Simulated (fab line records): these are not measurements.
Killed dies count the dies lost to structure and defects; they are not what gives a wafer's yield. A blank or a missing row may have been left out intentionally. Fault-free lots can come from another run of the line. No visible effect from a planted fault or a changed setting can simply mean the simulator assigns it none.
Chamber matching :: flow sky130 :: 4 sister chambers for SKY_VIA4_CMP_02 on cmp-02
The step polishes SiO2. 8 wafers are shown with their chamber, then 9 later ones without.

## WAFERS, EACH WITH ITS CHAMBER
wafer: L589.5
chamber: 3
motorCurrentA (A): 11.9

wafer: L593.1
chamber: 3
motorCurrentA (A): 12.5

wafer: L593.6
chamber: 1
motorCurrentA (A): 12.9

wafer: L594.4
chamber: 2
motorCurrentA (A): 13.9

wafer: L594.6
chamber: 0
motorCurrentA (A): 12.3

wafer: L595.4
chamber: 2
motorCurrentA (A): 13.1

wafer: L595.5
chamber: 1
motorCurrentA (A): 11.4

wafer: L595.6
chamber: 0
motorCurrentA (A): 11.9

## WAFERS WHOSE CHAMBER IS MISSING
wafer: L600.1
motorCurrentA (A): 11.9

wafer: L600.5
motorCurrentA (A): 12.4

wafer: L600.6
motorCurrentA (A): 13.1

wafer: L603.1
motorCurrentA (A): 12.3

wafer: L603.3
motorCurrentA (A): 12.2

wafer: L603.4
motorCurrentA (A): 13.7

wafer: L607.3
motorCurrentA (A): 11.4

wafer: L607.4
motorCurrentA (A): 13.0

wafer: L607.5
motorCurrentA (A): 11.9

## CHAMBER TAKEN BY EACH
wafer: L600.1
from the rows above: can't be placed: 0 or 1 or 3
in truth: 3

wafer: L600.5
from the rows above: can't be placed: 3 or 1 or 0 or 2
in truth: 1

wafer: L600.6
from the rows above: can't be placed: 2 or 3 or 1 or 0
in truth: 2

wafer: L603.1
from the rows above: can't be placed: 3 or 1 or 0 or 2
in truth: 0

wafer: L603.3
from the rows above: can't be placed: 3 or 1 or 0 or 2
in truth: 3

wafer: L603.4
from the rows above: can't be placed: 2 or 3
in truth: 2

wafer: L607.3
from the rows above: can't be placed: 0 or 1 or 3
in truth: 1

wafer: L607.4
from the rows above: can't be placed: 2 or 3 or 1 or 0
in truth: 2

wafer: L607.5
from the rows above: can't be placed: 0 or 1 or 3
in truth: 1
Correct placement for 0 of the 9. Can't be placed from these rows: 9 (the true chamber is among the candidates in 9). Placed wrongly: 0.
How it was worked out, from the rows above alone: a wafer's distance from a chamber is the root of the sum, over the readings, of the square of ((its reading less the chamber's mean) divided by the reading's scatter). If the next closest chamber is less than 2 further off than the closest, the wafer can't be placed; otherwise it belongs to the closest. For every chamber, the mean is computed from those of its wafers that are shown. The scatter: the root of (the sum of the squares of (reading less its chamber's mean) over the shown wafers, divided by (wafers less chambers)).
